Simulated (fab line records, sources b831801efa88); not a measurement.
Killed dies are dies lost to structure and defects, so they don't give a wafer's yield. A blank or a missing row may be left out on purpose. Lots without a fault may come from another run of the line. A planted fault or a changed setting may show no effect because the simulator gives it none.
Chamber matching | flow gf180mcu | GF_STI_CMP_25 on cmp-01: 4 sister chambers
The step polishes, stops on Si3N4, t overpolish 33 s, target thk 524.6 nm. 4 wafers are shown with their chamber, then 8 later ones without.

WAFERS WITH THEIR CHAMBER
wafer  | chamber | motor_current_A (A)
L178.2 | 1       | 11.3
L183.1 | 2       | 11.1
L183.5 | 3       | 11.6
L187.3 | 0       | 10.0

WAFERS WITHOUT THEIR CHAMBER
wafer  | motor_current_A (A)
L187.5 | 10.4
L187.6 | 11.7
L189.4 | 10.2
L189.5 | 10.2
L189.6 | 11.7
L190.1 | 10.2
L190.3 | 10.2
L190.4 | 11.7

WHICH CHAMBER EACH WENT THROUGH
wafer  | from the rows above     | in truth
L187.5 | can't be placed: 0 or 2 | 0
L187.6 | can't be placed: 3 or 1 | 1
L189.4 | 0                       | 0
L189.5 | 0                       | 0
L189.6 | can't be placed: 3 or 1 | 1
L190.1 | 0                       | 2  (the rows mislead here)
L190.3 | 0                       | 0
L190.4 | can't be placed: 3 or 1 | 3
Placed correctly: 3 of 8. Can't be placed from these rows: 4 (the true chamber is among the candidates in 4). Placed wrongly: 1.
How it was worked out, from the rows above alone: a wafer's distance from a chamber is the root of the sum, over the readings, of the square of ((its reading less the chamber's mean) divided by the reading's scatter). The wafer belongs to the nearest chamber; if the next one is less than 2 further off, it can't be placed. A chamber's mean is the mean of its shown wafers. The scatter: with one shown wafer a chamber, the root of the mean of the squares of how far each hidden wafer lies from its nearest shown one.
